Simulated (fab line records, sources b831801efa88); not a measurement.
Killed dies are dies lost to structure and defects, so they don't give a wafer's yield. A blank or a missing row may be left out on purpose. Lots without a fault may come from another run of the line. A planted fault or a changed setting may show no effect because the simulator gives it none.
Tool commonality check | flow gf180mcu | 12 lots, 36 wafers sampled

WHY IT WAS OPENED
At GF_M1_CD_MEAS_14 the reading cd_nm is flagged on 2 of 12 lots. Wafers without a fault read 229.9 nm, standard deviation 1.
Rule: a lot is flagged when every wafer of it that has a number lies more than 4 standard deviations from that mean, or none has a number. The other lots count as sound.

lot  | measured     | on        | cd_nm (nm), wafer by wafer | flag
L616 | day 17 16:55 | cd_sem-01 | 231.3 230.7 231.3          |
L617 | day 17 20:35 | cd_sem-02 | 229.9 230.8 231.0          |
L621 | day 19 04:55 | cd_sem-02 | 229.8 230.3 230.0          |
L622 | day 20 00:11 | cd_sem-02 | 231.8 230.0 230.1          |
L627 | day 22 00:38 | cd_sem-02 | 229.1 229.2 228.7          |
L628 | day 22 01:50 | cd_sem-01 | 231.4 229.7 231.3          |
L629 | day 22 05:29 | cd_sem-02 | 228.4 228.4 229.1          |
L632 | day 23 05:02 | cd_sem-02 | 228.2 229.6 228.8          |
L634 | day 24 00:20 | cd_sem-01 | 215.2 214.6 213.9          | FLAGGED
L636 | day 24 09:40 | cd_sem-01 | 212.1 213.4 212.1          | FLAGGED
L637 | day 25 02:04 | cd_sem-02 | 229.2 230.3 229.7          |
L638 | day 25 06:04 | cd_sem-02 | 231.7 231.8 231.9          |
The numbers of the flagged lots are 213.6 nm on average: -16.3 nm against the usual, or -16 standard deviations.

WHICH TOOL RAN EACH LOT
The record holds 2 process steps before the reading, out of a route of 602 steps. In each cell: the tool, then ch and the chambers that the sampled wafers went through, then the start.
lot  | flag    | GF_M1_SPUTTER_00             | GF_M1_PEB_12
L616 |         | pvd_sputter-02, day 16 18:01 | litho_track-02 ch 0, day 17 16:35
L617 |         | pvd_sputter-02, day 16 20:55 | litho_track-02 ch 0, day 17 20:16
L621 |         | pvd_sputter-03, day 18 04:44 | litho_track-04 ch 0, day 19 04:35
L622 |         | pvd_sputter-02, day 18 23:16 | litho_track-03 ch 0, day 19 23:50
L627 |         | pvd_sputter-01, day 21 00:53 | litho_track-02 ch 0, day 22 00:19
L628 |         | pvd_sputter-02, day 21 01:50 | litho_track-04 ch 0, day 22 01:29
L629 |         | pvd_sputter-02, day 21 05:36 | litho_track-04 ch 0, day 22 05:08
L632 |         | pvd_sputter-02, day 22 05:40 | litho_track-04 ch 0, day 23 04:41
L634 | FLAGGED | pvd_sputter-01, day 23 01:31 | litho_track-04 ch 0, day 23 23:59
L636 | FLAGGED | pvd_sputter-02, day 23 11:44 | litho_track-04 ch 0, day 24 09:20
L637 |         | pvd_sputter-01, day 24 04:04 | litho_track-02 ch 0, day 25 01:43
L638 |         | pvd_sputter-03, day 24 08:22 | litho_track-02 ch 0, day 25 05:43
What these steps do:
- GF_M1_SPUTTER_00: material Ti, target thk 37.5 nm, time 150 s.
- GF_M1_PEB_12: peb time 90 s.
- GF_M1_CD_MEAS_14: target cd 230 nm.

FLAGGED OVER TOTAL, TOOL BY TOOL (the gauges that took the reading come last)
step             | tool           | lots run | flagged | share of the flagged lots | sound lots run after its first flagged lot
GF_M1_SPUTTER_00 | pvd_sputter-01 | 3        | 1       | some                      | 1 (L637)
GF_M1_SPUTTER_00 | pvd_sputter-02 | 7        | 1       | some                      | 0
GF_M1_SPUTTER_00 | pvd_sputter-03 | 2        | 0       | none                      | -
GF_M1_PEB_12     | litho_track-02 | 5        | 0       | none                      | -
GF_M1_PEB_12     | litho_track-03 | 1        | 0       | none                      | -
GF_M1_PEB_12     | litho_track-04 | 6        | 2       | all                       | 0
GF_M1_CD_MEAS_14 | cd_sem-01      | 4        | 2       | all                       | 0
GF_M1_CD_MEAS_14 | cd_sem-02      | 8        | 0       | none                      | -

WHAT THE TABLE ALLOWS
2 rows of the table ran every flagged lot: litho_track-04 at GF_M1_PEB_12, cd_sem-01 at GF_M1_CD_MEAS_14.
- litho_track-04 at GF_M1_PEB_12: 2 of its 6 lots flagged. Its last sound lot is L632 (day 23 04:41), its first flagged lot L634 (day 23 23:59): a fault that began between those two fits. Its own readings lie more than 4 standard deviations out on every wafer of the flagged lots: heater_power_total_W, plate_temp_C.
- cd_sem-01 at GF_M1_CD_MEAS_14: 2 of its 4 lots flagged. Its last sound lot is L628 (day 22 01:50), its first flagged lot L634 (day 24 00:20): a fault that began between those two fits.
Counting lots can't tell these 2 tools apart, because each fits a fault that began at some hour. More lots, or a look at what each step does to the wafer, might.

WHAT THE SIMULATOR HAD PUT IN
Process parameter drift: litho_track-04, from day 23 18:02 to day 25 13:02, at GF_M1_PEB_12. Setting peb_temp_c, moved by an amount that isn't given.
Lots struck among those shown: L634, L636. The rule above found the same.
